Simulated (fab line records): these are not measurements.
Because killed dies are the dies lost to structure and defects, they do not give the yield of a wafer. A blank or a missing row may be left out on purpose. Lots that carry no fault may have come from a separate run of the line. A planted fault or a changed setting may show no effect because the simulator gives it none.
fab line records	flow sky130
record lots=6	wafers=18	lastDay=50
route steps=708 shown GATE_OXIDE@192 POLY_GATE@204 RES_PROTECT@207
lots with no fault: from the same line, run without faults
startH: start of the lot's first displayed wafer, in hours after the record's first day	waitH: hours from the lot's prior step to this one	" the same as in the row above	L1.1+2: a row that stands for several wafers	- no value, or no start was given	* or withheld: withheld	< > ~ a bound
route shown NAME@n: NAME is a module with steps in the file, n the number in the route of the first one	usual: the fault-free wafers' mean and standard deviation	same: alike in all rows	chamber/n: place in a boat	sites: the reading at each site	_std_site: how widely they spread, as a standard deviation	_edge_site: mean of outer sites minus mean of inner sites	radiusMm: how far each site lies from the wafer's centre	mask NAME#n: copy n	behind: tool/chamber where the wafer was last shaped	hold: the reason the lot was held/the length of the hold in hours/how it ended	device: the transistor (n, p or np) that didn't switch	end of line: at the end of the route, the tests of the same wafers	for a step that has no rows: nothing shown but its recipe	killed: dies that structure and defects cost at the first sort, which is not the same as the wafer's yield	map: per-die view of a wafer (x killed, . not killed, _ where there is no die)
set.NAME: the setting as run; set.NAME@STEP: as run at that earlier step	model.NAME: the simulator's own value behind a step, which no gauge read
lots seen at some steps along the route; tables by step, rows by wafer
services: a tool's chamber out of use, with start hour (startH, from the record's first day; less than 0 if before it), hours out, and reason
## steps
# step SKY_GATE_OXIDE_COAT_05
# recipe resist=NOVOLAK	spinRpm=3000	resistThkNm=1140
# step SKY_GATE_OXIDE_SOFTBAKE_06
# recipe tempC=90	timeS=60	resist=NOVOLAK
# step SKY_GATE_OXIDE_EXPOSE_07
# recipe maskId=LVOM	na=0.6	sourceShape=conventional	sigmaOuter=0.6	polarization=unpolarized	targetCdNm=600	doseMj=170
# step SKY_GATE_OXIDE_PEB_08
# recipe tempC=withheld	timeS=*	resist=NOVOLAK
# step SKY_GATE_OXIDE_DEVELOP_09
# recipe resist=NOVOLAK	developer=TMAH	developTimeS=60	devTempC=23
# step SKY_GATE_OXIDE_OVL_MEAS_10
# usual GATE_OXIDE_OVL=1.3/1.2
lot.wafer	tool	chamber	startH	waitH	GATE_OXIDE_OVL[nm]
L809.1	overlay-01	-	357.02	0.1	0.2
L809.3	"	-	"	"	1.2
L809.5	"	-	"	"	1.4
L810.2	overlay-01	-	363.78	0.1	3.3
L810.3	"	-	"	"	1.4
L810.6	"	-	"	"	1.0
L812.2	overlay-01	-	385.48	0.1	1.1
L812.3	"	-	"	"	2.6
L812.4	"	-	"	"	2.9
L820.1	overlay-01	-	468.29	0.1	0.4
L820.2	"	-	"	"	1.6
L820.3	"	-	"	"	-0.3
L824.2	overlay-02	-	487.43	0.1	1.5
L824.3	"	-	"	"	1.2
L824.5	"	-	"	"	0.9
L825.1	overlay-01	-	493.59	0.1	2.6
L825.2	"	-	"	"	1.7
L825.6	"	-	"	"	4.5
# step SKY_GATE_OXIDE_IMPLANT_11
# recipe species=B	energyKev=10	doseCm2=2.6e+12	tiltDeg=withheld
# step SKY_GATE_OXIDE_WET_ETCH_12
# recipe chemistry=dHF	targetDepthNm=16.8	dry=n2Spin	target=SiO2	dilution=100:1	tempC=25	timeS=336
# step SKY_GATE_OXIDE_STRIP_13
# recipe chemistry=O2/N2	powerW=1400	pressureMtorr=1500	platenTempC=withheld	o2FlowSccm=3000	n2FlowSccm=300	overashFraction=0.5
# usual drypumpMotorCurrentA=5.6/0.46	oesProductAu=0.715/0.0052	stripTimeToEndpointS=14.17/0.049
# same overashFraction=0.5
lot.wafer	tool	chamber	startH	waitH	drypumpMotorCurrentA	oesProductAu	rfHoursCounterH	stripTimeToEndpointS
L809.1	plasmaAsher-02	0	357.31	0.0	5.5	0.703	69	14.18
L809.3	"	0	"	"	5.6	0.714	-	14.17
L809.5	"	0	"	"	5.6	0.706	-	14.19
L810.2	plasmaAsher-04	0	364.06	0.0	5.0	0.713	55	14.26
L810.3	"	1	"	"	5.4	0.714	-	14.28
L810.6	"	1	"	"	5.4	0.718	-	14.19
L812.2	plasmaAsher-03	1	385.76	0.0	6.4	0.718	67	14.11
L812.3	"	0	"	"	6.1	0.717	-	14.13
L812.4	"	1	"	"	6.4	0.720	-	14.11
L820.1	plasmaAsher-04	1	468.57	0.0	5.4	0.714	65	14.17
L820.2	"	0	"	"	5.0	0.717	65	14.17
L820.3	"	1	"	"	5.4	0.708	-	14.11
L824.2	plasmaAsher-03	0	487.72	0.0	6.1	0.719	77	14.16
L824.3	"	0	"	"	6.1	0.722	-	14.17
L824.5	"	0	"	"	6.1	0.724	-	14.20
L825.1	plasmaAsher-04	1	493.89	0.0	5.5	0.714	68	14.15
L825.2	"	0	"	"	5.0	0.718	68	14.12
L825.6	"	1	"	"	5.4	0.721	-	14.10
# step SKY_GATE_OXIDE_TW_MEAS_14
# usual GATE_OXIDE_TW=222.8/2.3
lot.wafer	tool	chamber	startH	waitH	GATE_OXIDE_TW
L809.1	filmMetro-03	-	357.41	0.1	224.2
L809.3	"	-	"	"	223.7
L809.5	"	-	"	"	222.2
L810.2	filmMetro-02	-	364.17	0.1	219.2
L810.3	"	-	"	"	219.6
L810.6	"	-	"	"	219.6
L812.2	filmMetro-02	-	385.87	0.1	220.1
L812.3	"	-	"	"	220.0
L812.4	"	-	"	"	220.0
L820.1	filmMetro-03	-	468.67	0.1	222.6
L820.2	"	-	"	"	223.3
L820.3	"	-	"	"	223.2
L824.2	filmMetro-04	-	487.83	0.1	223.4
L824.3	"	-	"	"	223.8
L824.5	"	-	"	"	223.3
L825.1	filmMetro-03	-	493.99	0.1	222.8
L825.2	"	-	"	"	222.9
L825.6	"	-	"	"	225.0
# step SKY_GATE_OXIDE_CLEAN_15
# recipe chemistry=SC1/SC2	mix=1:4:20	tempC=70	timeS=150	dry=n2Spin
# step SKY_GATE_OXIDE_OXIDATION_16
# recipe tempC=800	ambient=O2	idleTempC=700	rampUpCPerMin=10	rampDownCPerMin=3	stabiliseS=600	purgeS=300	targetThkA=35.7	oxTimeS=1915
# step SKY_POLY_GATE_CVD_00
# recipe material=poly-Si	targetThkNm=180	tempC=620	timeS=720	pressureMtorr=200
# usual spikeTcBottomC=643.3/1.7	zonePowerBottomPct=13.3/2.5
lot.wafer	tool	chamber	startH	waitH	spikeTcBottomC	zonePowerBottomPct	model.poly-Si_of_POLY_GATE_CVD_00.thkNm
L809.1	lpcvd-01	0	359.86	0.0	643.5	15.7	180.3
L809.3	"	0	"	"	645.7	15.6	180
L809.5	"	0	"	"	643.1	15.9	180.6
L810.2	lpcvd-01	0	365.80	0.0	644.5	15.7	231.5
L810.3	"	0	"	"	644.8	16.0	229.7
L810.6	"	0	"	"	642.2	16.0	232.6
L812.2	lpcvd-01	0	387.78	0.0	643.2	15.9	230.1
L812.3	"	0	"	"	644.0	15.9	229.9
L812.4	"	0	"	"	642.1	15.9	228.4
L820.1	lpcvd-01	0	470.32	0.0	646.2	15.7	178.4
L820.2	"	0	"	"	644.8	15.7	178.4
L820.3	"	0	"	"	644.1	15.7	179.1
L824.2	lpcvd-01	0	489.46	0.0	646.0	15.7	182.5
L824.3	"	0	"	"	644.7	15.5	181.3
L824.5	"	0	"	"	645.1	15.8	182
L825.1	lpcvd-01	1	496.54	0.0	643.0	10.9	179.2
L825.2	"	1	"	"	641.0	10.6	179.2
L825.6	"	1	"	"	641.9	10.8	178.7
# step SKY_POLY_GATE_THK_MEAS_01
# recipe reads=poly-Si_of_POLY_GATE_CVD_00
# usual POLY_GATE_CVD_00_THK=180.5/1.1
lot.wafer	tool	chamber	startH	waitH	hold	POLY_GATE_CVD_00_THK[nm]
L809.1	filmMetro-04	-	361.66	0.0	-	180.5
L809.3	"	-	"	"	-	180.2
L809.5	"	-	"	"	-	180.6
L810.2	filmMetro-02	-	367.61	0.0	awaitDispo/0.2h/release	231.6
L810.3	"	-	"	"	awaitDispo/0.2h/release	229.8
L810.6	"	-	"	"	awaitDispo/0.2h/release	232.4
L810.2	filmMetro-02	-	367.84	0.2	-	231.4
L810.3	"	-	"	"	-	229.8
L810.6	"	-	"	"	-	232.6
L812.2	filmMetro-02	-	388.99	0.0	awaitDispo/0.2h/release	230.1
L812.3	"	-	"	"	awaitDispo/0.2h/release	229.8
L812.4	"	-	"	"	awaitDispo/0.2h/release	228.3
L812.2	filmMetro-02	-	389.31	0.3	-	230.3
L812.3	"	-	"	"	-	230.0
L812.4	"	-	"	"	-	228.3
L820.1	filmMetro-04	-	472.12	0.0	-	178.3
L820.2	"	-	"	"	-	178.2
L820.3	"	-	"	"	-	179.3
L824.2	filmMetro-04	-	490.67	0.0	-	182.6
L824.3	"	-	"	"	-	181.2
L824.5	"	-	"	"	-	182.1
L825.1	filmMetro-01	-	497.74	0.0	-	179.4
L825.2	"	-	"	"	-	179.2
L825.6	"	-	"	"	-	178.7
# step SKY_RES_PROTECT_HMDS_01
# recipe primeTimeS=60	primeTempC=120
# step SKY_RES_PROTECT_COAT_02
# recipe resist=NOVOLAK	spinRpm=3000	resistThkNm=1140
# step SKY_RES_PROTECT_SOFTBAKE_03
# recipe tempC=90	timeS=62.71	resist=NOVOLAK
# step SKY_RES_PROTECT_EXPOSE_04
# recipe maskId=RPM	na=0.6	sourceShape=conventional	sigmaOuter=0.6	polarization=unpolarized	targetCdNm=1270	doseMj=131
# step SKY_RES_PROTECT_PEB_05
# recipe tempC=withheld	timeS=*	resist=NOVOLAK
# step SKY_RES_PROTECT_DEVELOP_06
# recipe resist=NOVOLAK	developer=TMAH	developTimeS=60	devTempC=23
# step SKY_POLY_GATE_IMPLANT_02
# recipe species=P	energyKev=30	doseCm2=7.7e+15	tiltDeg=0
# step SKY_RES_PROTECT_STRIP_07
# recipe chemistry=O2/N2	powerW=1400	pressureMtorr=1500	platenTempC=withheld	o2FlowSccm=3000	n2FlowSccm=300	overashFraction=0.5
# usual drypumpMotorCurrentA=5.7/0.51	oesProductAu=0.518/0.0046	stripTimeToEndpointS=23.29/0.041
# same overashFraction=0.5
lot.wafer	tool	chamber	startH	waitH	drypumpMotorCurrentA	oesProductAu	rfHoursCounterH	stripTimeToEndpointS
L809.1	plasmaAsher-03	1	390.09	0.1	6.5	0.517	67	23.41
L809.3	"	0	"	"	6.1	0.515	-	23.35
L809.5	"	0	"	"	6.1	0.521	-	23.31
L810.2	plasmaAsher-03	0	395.82	0.1	6.1	0.526	68	23.25
L810.3	"	1	"	"	6.4	0.520	-	23.33
L810.6	"	1	"	"	6.5	0.518	-	23.29
L812.2	plasmaAsher-03	0	418.79	0.1	6.1	0.521	70	23.36
L812.3	"	0	"	"	6.1	0.513	-	23.38
L812.4	"	1	"	"	6.5	0.513	-	23.31
L820.1	plasmaAsher-04	0	502.57	0.1	5.0	0.520	69	23.33
L820.2	"	1	"	"	5.5	0.522	69	23.28
L820.3	"	0	"	"	5.0	0.520	-	23.36
L824.2	plasmaAsher-04	0	520.69	0.1	4.9	0.516	73	23.29
L824.3	"	0	"	"	5.0	0.512	-	23.29
L824.5	"	0	"	"	5.0	0.513	-	23.31
L825.1	plasmaAsher-04	0	527.97	0.1	5.0	0.524	74	23.26
L825.2	"	1	"	"	5.4	0.519	74	23.29
L825.6	"	1	"	"	5.5	0.516	-	23.27
# step SKY_RES_PROTECT_TW_MEAS_08
# usual POLY_GATE_TW=4015/46
lot.wafer	tool	chamber	startH	waitH	POLY_GATE_TW
L809.1	filmMetro-02	-	390.19	0.1	3985
L809.3	"	-	"	"	3967
L809.5	"	-	"	"	3967
L810.2	filmMetro-02	-	395.93	0.1	3963
L810.3	"	-	"	"	3960
L810.6	"	-	"	"	3943
L812.2	filmMetro-01	-	418.90	0.1	4078
L812.3	"	-	"	"	4086
L812.4	"	-	"	"	4075
L820.1	filmMetro-01	-	502.67	0.1	4036
L820.2	"	-	"	"	4061
L820.3	"	-	"	"	4076
L824.2	filmMetro-03	-	520.80	0.1	4023
L824.3	"	-	"	"	4022
L824.5	"	-	"	"	4016
L825.1	filmMetro-03	-	528.07	0.1	4058
L825.2	"	-	"	"	4029
L825.6	"	-	"	"	4026
# step SKY_RES_PROTECT_CLEAN_09
# recipe chemistry=SC1/SC2	mix=1:4:20	tempC=70	timeS=150	dry=n2Spin
lot.wafer	tool	chamber	startH	waitH	model.poly-Si_of_POLY_GATE_CVD_00.thkNm
L809.1	wetBench-04	0	390.25	0.1	179.7
L809.3	"	0	"	"	179.4
L809.5	"	0	"	"	180
L810.2	wetBench-01	1	395.98	0.0	230.9
L810.3	"	1	"	"	229.1
L810.6	"	1	"	"	232
L812.2	wetBench-01	1	418.95	0.0	229.5
L812.3	"	1	"	"	229.3
L812.4	"	1	"	"	227.7
L820.1	wetBench-04	3	502.73	0.1	177.8
L820.2	"	3	"	"	177.7
L820.3	"	3	"	"	178.5
L824.2	wetBench-03	3	520.85	0.0	181.9
L824.3	"	3	"	"	180.7
L824.5	"	3	"	"	181.3
L825.1	wetBench-03	2	528.13	0.1	178.6
L825.2	"	2	"	"	178.5
L825.6	"	2	"	"	178.1
# step SKY_POLY_GATE_CVD_03
# recipe material=Si3N4	precursor=DCS/NH3	targetThkNm=75	tempC=770	timeS=1290	pressureMtorr=250
# step SKY_POLY_GATE_THK_MEAS_04
# recipe reads=Si3N4_of_POLY_GATE_CVD_03
# usual POLY_GATE_CVD_03_THK=75.0/0.61
lot.wafer	tool	chamber	startH	waitH	POLY_GATE_CVD_03_THK[nm]
L809.1	filmMetro-04	-	391.66	0.0	75.7
L809.3	"	-	"	"	74.8
L809.5	"	-	"	"	75.5
L810.2	filmMetro-04	-	397.40	0.0	74.6
L810.3	"	-	"	"	74.3
L810.6	"	-	"	"	74.3
L812.2	filmMetro-01	-	422.24	0.0	74.9
L812.3	"	-	"	"	75.8
L812.4	"	-	"	"	75.6
L820.1	filmMetro-04	-	504.14	0.0	74.9
L820.2	"	-	"	"	75.6
L820.3	"	-	"	"	75.2
L824.2	filmMetro-04	-	522.26	0.0	74.2
L824.3	"	-	"	"	73.4
L824.5	"	-	"	"	74.2
L825.1	filmMetro-02	-	529.54	0.0	75.1
L825.2	"	-	"	"	74.5
L825.6	"	-	"	"	74.6
# step SKY_POLY_GATE_DEHYDRATE_05
# recipe tempC=200	timeS=60
# step SKY_POLY_GATE_HMDS_06
# recipe primeTimeS=60	primeTempC=120
# step SKY_POLY_GATE_COAT_07
# recipe resist=BARC	tempC=withheld	timeS=withheld	spinRpm=3000	resistThkNm=110
# step SKY_POLY_GATE_COAT_08
# recipe resist=KrF-thick	spinRpm=3000	resistThkNm=450
# step SKY_POLY_GATE_SOFTBAKE_09
# recipe tempC=100	timeS=90	resist=KrF-thick
# step SKY_POLY_GATE_EXPOSE_10
# recipe maskId=P1M	na=0.68	sourceShape=conventional	sigmaOuter=0.6	targetCdNm=150	doseMj=28
# step SKY_POLY_GATE_PEB_11
# recipe pebTempC=withheld	pebTimeS=withheld	resist=KrF-thick
# step SKY_POLY_GATE_DEVELOP_12
# recipe developTimeS=60	resist=KrF-thick	devTempC=20.47
# step SKY_POLY_GATE_CD_MEAS_13
# recipe targetCdNm=150
# usual cdNm=151.0/1.5
lot.wafer	tool	chamber	startH	waitH	cdNm
L809.1	cdSem-01	-	420.79	-	152.1
L809.3	"	-	"	"	152.0
L809.5	"	-	"	"	151.6
L810.2	cdSem-01	-	426.66	-	150.5
L810.3	"	-	"	"	148.8
L810.6	"	-	"	"	149.1
L812.2	cdSem-01	-	452.51	-	148.6
L812.3	"	-	"	"	149.2
L812.4	"	-	"	"	148.6
L820.1	cdSem-01	-	534.22	-	152.0
L820.2	"	-	"	"	151.9
L820.3	"	-	"	"	150.9
L824.2	cdSem-01	-	551.69	-	153.2
L824.3	"	-	"	"	152.8
L824.5	"	-	"	"	154.0
L825.1	cdSem-01	-	558.87	-	152.6
L825.2	"	-	"	"	153.0
L825.6	"	-	"	"	151.6
# step SKY_POLY_GATE_OVL_MEAS_14
# usual POLY_GATE_OVL=1/6.2
lot.wafer	tool	chamber	startH	waitH	POLY_GATE_OVL[nm]
L809.1	overlay-02	-	420.91	0.1	8
L809.3	"	-	"	"	6
L809.5	"	-	"	"	12
L810.2	overlay-01	-	426.77	0.1	-11
L810.3	"	-	"	"	1
L810.6	"	-	"	"	0
L812.2	overlay-01	-	452.62	0.1	0
L812.3	"	-	"	"	2
L812.4	"	-	"	"	0
L820.1	overlay-01	-	534.34	0.1	3
L820.2	"	-	"	"	-6
L820.3	"	-	"	"	4
L824.2	overlay-02	-	551.79	0.1	-1
L824.3	"	-	"	"	-8
L824.5	"	-	"	"	0
L825.1	overlay-02	-	558.99	0.1	-5
L825.2	"	-	"	"	10
L825.6	"	-	"	"	9
# step SKY_POLY_GATE_ETCH_15
# recipe chemistry=N2/H2	target=BARC	ionEnergyEv=200	sourceW=500	biasW=100	pressureMtorr=30	n2FlowSccm=100	h2FlowSccm=200	stopOn=SiO2	timeS=118.5	targetDepthA=1100
# usual biasW=99.95/0.28	drypumpMotorCurrentA=5.9/0.42	oesProductAu=0.716/0.005	rfFwdPowerW=497.5/1.6	throttleValvePct=13.213/0.01
lot.wafer	tool	chamber	startH	waitH	biasW	drypumpMotorCurrentA	oesProductAu	rfFwdPowerW	rfHoursCounterH	throttleValvePct
L809.1	rieDiel-04	0	420.95	0.0	99.94	5.9	0.709	495.0	7	13.214
L809.3	"	1	"	"	100.22	6.6	0.719	497.6	36	13.219
L809.5	"	2	"	"	100.05	6.3	0.727	496.8	-	13.209
L810.2	rieDiel-04	3	426.80	0.0	100.05	5.2	0.717	498.1	56	13.220
L810.3	"	2	"	"	100.00	6.2	0.715	497.2	32	13.216
L810.6	"	2	"	"	100.05	6.3	0.724	496.3	-	13.217
L812.2	rieDiel-04	0	452.65	0.0	99.76	5.9	0.723	498.7	8	13.204
L812.3	"	2	"	"	99.93	6.3	0.720	497.1	33	13.215
L812.4	"	3	"	"	100.22	5.2	0.712	497.7	57	13.221
L820.1	rieDiel-04	0	534.38	0.0	99.98	5.9	0.716	496.4	9	13.210
L820.2	"	2	"	"	99.58	6.3	0.716	497.7	35	13.211
L820.3	"	1	"	"	100.50	6.6	0.727	499.1	38	13.229
L824.2	rieDiel-02	3	551.82	0.0	100.02	5.2	0.712	498.2	0	13.205
L824.3	"	2	"	"	99.72	5.9	0.716	500.5	13	13.220
L824.5	"	3	"	"	100.18	5.2	0.718	498.8	-	13.226
L825.1	rieDiel-03	3	559.02	0.0	99.79	5.9	0.707	494.0	9	13.217
L825.2	"	0	"	"	100.12	5.9	0.722	499.1	12	13.215
L825.6	"	2	"	"	100.19	5.6	0.718	497.7	-	13.208
# step SKY_POLY_GATE_ETCH_16
# recipe stopOn=poly-Si	chemistry=CH3F/O2	target=Si3N4	sourceW=400	biasW=80	pressureMtorr=25	ch3fFlowSccm=40	O2_flow_sccm=30	timeS=147.5	targetDepthA=750
# usual O2_flow_sccm=30.00/0.09	biasW=79.99/0.26	drypumpMotorCurrentA=5.9/0.42	oesProductAu=0.640/0.0049	rfFwdPowerW=398.1/1.4	throttleValvePct=10.535/0.009
lot.wafer	tool	chamber	startH	waitH	O2_flow_sccm	biasW	drypumpMotorCurrentA	oesProductAu	rfFwdPowerW	rfHoursCounterH	throttleValvePct
L809.1	rieDiel-04	0	421.03	0.0	30.07	80.31	5.9	0.654	397.9	7	10.531
L809.3	"	1	"	"	30.04	79.87	6.5	0.642	396.2	36	10.539
L809.5	"	2	"	"	30.06	79.74	6.3	0.636	398.6	-	10.552
L810.2	rieDiel-04	3	426.88	0.0	29.90	80.16	5.1	0.637	400.5	56	10.545
L810.3	"	2	"	"	29.92	79.91	6.3	0.637	397.3	32	10.530
L810.6	"	2	"	"	29.94	79.98	6.2	0.639	398.4	-	10.543
L812.2	rieDiel-04	0	452.73	0.0	29.89	79.80	5.9	0.636	397.9	8	10.522
L812.3	"	2	"	"	29.98	79.98	6.3	0.640	397.6	33	10.523
L812.4	"	3	"	"	30.01	80.09	5.2	0.648	397.2	57	10.525
L820.1	rieDiel-04	0	534.46	0.0	30.06	80.38	5.9	0.641	399.3	9	10.528
L820.2	"	2	"	"	29.82	79.92	6.3	0.646	396.9	35	10.532
L820.3	"	1	"	"	29.90	79.96	6.6	0.635	399.2	38	10.529
L824.2	rieDiel-02	3	551.91	0.0	30.06	79.53	5.1	0.640	400.0	0	10.530
L824.3	"	2	"	"	30.06	79.89	5.9	0.629	398.3	13	10.533
L824.5	"	3	"	"	30.02	79.90	5.1	0.634	399.6	-	10.535
L825.1	rieDiel-03	3	559.11	0.0	29.97	80.02	5.9	0.645	396.5	9	10.534
L825.2	"	0	"	"	30.00	80.02	5.8	0.644	395.3	12	10.527
L825.6	"	2	"	"	30.02	79.96	5.6	0.642	396.9	-	10.547
# step SKY_POLY_GATE_ETCH_17
# recipe targetDepthNm=180	stopOn=SiO2	overEtchFrac=0.56667	chemistry=HBr/Cl2	target=poly-Si	icpW=400	biasW=100	pressureMtorr=10	HBr_flow_sccm=150	Cl2_flow_sccm=50	timeS=70.5
# usual biasW=100.01/0.29	drypumpMotorCurrentA=5.7/0.39	oesProductAu=0.989/0.0059	rfFwdPowerW=396.4/1.5	throttleValvePct=33.685/0.0086
lot.wafer	tool	chamber	startH	waitH	biasW	drypumpMotorCurrentA	oesProductAu	rfFwdPowerW	rfHoursCounterH	throttleValvePct	model.etch.depthNm	model.POLY_GATE.featureDepthNm
L809.1	rieSi-01	2	421.13	0.0	99.64	5.5	0.992	398.1	3	33.670	179.7	179.7
L809.3	"	1	"	"	100.04	6.1	0.991	399.4	5	33.676	179.4	179.4
L809.5	"	1	"	"	100.54	6.1	0.989	398.6	-	33.696	180	180
L810.2	rieSi-01	3	426.98	0.0	99.57	5.3	1.001	395.8	3	33.680	180.7	180.7
L810.3	"	0	"	"	99.76	5.9	1.004	398.8	5	33.685	181.7	181.7
L810.6	"	0	"	"	99.99	5.9	1.006	397.7	-	33.699	181.2	181.2
L812.2	rieSi-01	2	452.83	0.0	100.25	5.5	1.014	399.4	3	33.706	184	184
L812.3	"	1	"	"	100.09	6.1	1.010	396.3	5	33.694	182.6	182.6
L812.4	"	3	"	"	99.89	5.4	1.017	395.6	3	33.691	181.9	181.9
L820.1	rieSi-01	2	534.56	0.0	99.70	5.5	0.985	398.8	3	33.684	177.8	177.8
L820.2	"	3	"	"	100.21	5.3	0.987	395.5	3	33.674	177.7	177.7
L820.3	"	0	"	"	99.98	5.9	0.985	394.7	5	33.673	178.5	178.5
L824.2	rieSi-02	1	552.01	0.0	99.71	5.2	0.986	398.0	41	33.682	177.8	177.8
L824.3	"	0	"	"	100.05	5.6	0.991	397.2	0	33.681	179.9	179.9
L824.5	"	3	"	"	99.97	5.2	0.984	393.2	-	33.692	179.5	179.5
L825.1	rieSi-01	0	559.21	0.0	100.02	5.9	0.984	397.4	5	33.687	178.6	178.6
L825.2	"	2	"	"	100.43	5.5	0.989	396.5	3	33.682	178.5	178.5
L825.6	"	3	"	"	99.66	5.4	0.980	397.4	-	33.680	178.1	178.1
# step SKY_POLY_GATE_STRIP_18
# recipe chemistry=O2/N2	powerW=1400	pressureMtorr=1500	platenTempC=withheld	o2FlowSccm=3000	n2FlowSccm=300	overashFraction=0.5
# usual drypumpMotorCurrentA=5.9/0.31	oesProductAu=0.360/0.0052	stripTimeToEndpointS=3.164/0.028
# same overashFraction=0.5
lot.wafer	tool	chamber	startH	waitH	drypumpMotorCurrentA	oesProductAu	rfHoursCounterH	stripTimeToEndpointS
L809.1	plasmaAsher-02	1	421.18	0.0	5.6	0.359	75	3.188
L809.3	"	1	"	"	5.5	0.353	-	3.137
L809.5	"	0	"	"	5.5	0.347	-	3.180
L810.2	plasmaAsher-01	1	427.03	0.0	5.9	0.361	31	3.148
L810.3	"	0	"	"	5.7	0.358	-	3.122
L810.6	"	0	"	"	5.7	0.357	-	3.140
L812.2	plasmaAsher-03	1	452.88	0.0	6.4	0.365	73	3.141
L812.3	"	1	"	"	6.4	0.350	-	3.093
L812.4	"	0	"	"	6.1	0.355	-	3.148
L820.1	plasmaAsher-03	0	534.61	0.0	6.1	0.371	80	3.144
L820.2	"	1	"	"	6.5	0.361	80	3.129
L820.3	"	0	"	"	6.1	0.359	-	3.126
L824.2	plasmaAsher-01	0	552.06	0.0	5.7	0.359	47	3.155
L824.3	"	0	"	"	5.7	0.367	-	3.168
L824.5	"	0	"	"	5.7	0.354	-	3.142
L825.1	plasmaAsher-01	1	559.26	0.0	5.9	0.361	47	3.175
L825.2	"	0	"	"	5.7	0.358	47	3.173
L825.6	"	0	"	"	5.8	0.366	-	3.199
## services
tool	chamber	startH	hours	kind
plasmaAsher-01	-	334.71	2.2	repair
rieDiel-02	3	343.94	1.7	repair
plasmaAsher-01	-	359.88	2.8	pm
rieDiel-03	0	360.58	1.2	repair
rieDiel-04	0	368.76	1.4	repair
rieDiel-02	-	374.27	0.2	repair
rieDiel-04	2	380.20	5.4	repair
lpcvd-01	-	381.85	1.3	repair
rieDiel-04	2	403.37	9.3	repair
wetBench-01	-	407.76	4.4	pm
plasmaAsher-02	-	421.28	9.0	pm
rieDiel-02	2	431.39	5.6	repair
plasmaAsher-02	-	438.27	1.1	repair
plasmaAsher-02	-	449.94	0.5	repair
plasmaAsher-01	-	450.94	0.7	repair
plasmaAsher-03	-	460.92	0.6	repair
rieDiel-04	1	483.59	7.1	repair
rieDiel-04	0	490.33	7.0	repair
plasmaAsher-03	-	503.55	15.6	pm
plasmaAsher-01	-	506.51	0.8	repair
rieDiel-04	0	511.23	1.3	repair
lpcvd-01	-	541.93	2.8	pm
lpcvd-01	-	548.42	6.0	pm
rieSi-01	2	554.52	1.6	repair
## key
firstSign step=SKY_POLY_GATE_THK_MEAS_01	reading=visit	direction=added
effect step=SKY_POLY_GATE_THK_MEAS_01	reading=POLY_GATE_CVD_00_THK	direction=up	sigmas=43	usual=180.5	struck=230.3
effect step=SKY_POLY_GATE_ETCH_17	reading=oesProductAu	direction=up	sigmas=3.4	usual=0.989	struck=1.009
modelEffect step=SKY_POLY_GATE_CVD_00	value=poly-Si_of_POLY_GATE_CVD_00.thkNm	without=179.6	struck=230.4
modelEffect step=SKY_RES_PROTECT_CLEAN_09	value=poly-Si_of_POLY_GATE_CVD_00.thkNm	without=179	struck=229.7
modelEffect step=SKY_POLY_GATE_ETCH_17	value=etch.depthNm	without=179	struck=182
metAt SKY_POLY_GATE_CVD_00
struckWafers L810.2,L810.3,L810.6,L812.2,L812.3,L812.4
laterRowsLeftOut L810.2,L810.3,L810.6,L812.2,L812.3,L812.4
sortLeftOut L810.2,L810.3,L810.6,L812.2,L812.3,L812.4
testerLeftOut L810,L812
onsetBetween 359.86 365.80
fault kind=processParameterDrift	tool=lpcvd-01	chamber=0	onsetH=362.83	steps=SKY_POLY_GATE_CVD_00	channel=targetThkNm	offset=50.763	shape=step	endH=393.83	stated=180
# testerLeftOut: of these lots the tester's yield and bins aren't shown, on N5 and GAA mostly nor the transistor test; their killed dies are dies lost to structure and defects alone, not to doping, threshold or leakage, so they don't give the yield
# sortLeftOut: the simulated sort isn't trusted on such a fault, so these wafers' sort isn't shown, and their yield isn't known
# laterRowsLeftOut: the simulator's readings of these wafers behind a module that went badly wrong aren't trusted and aren't shown, but for the sort
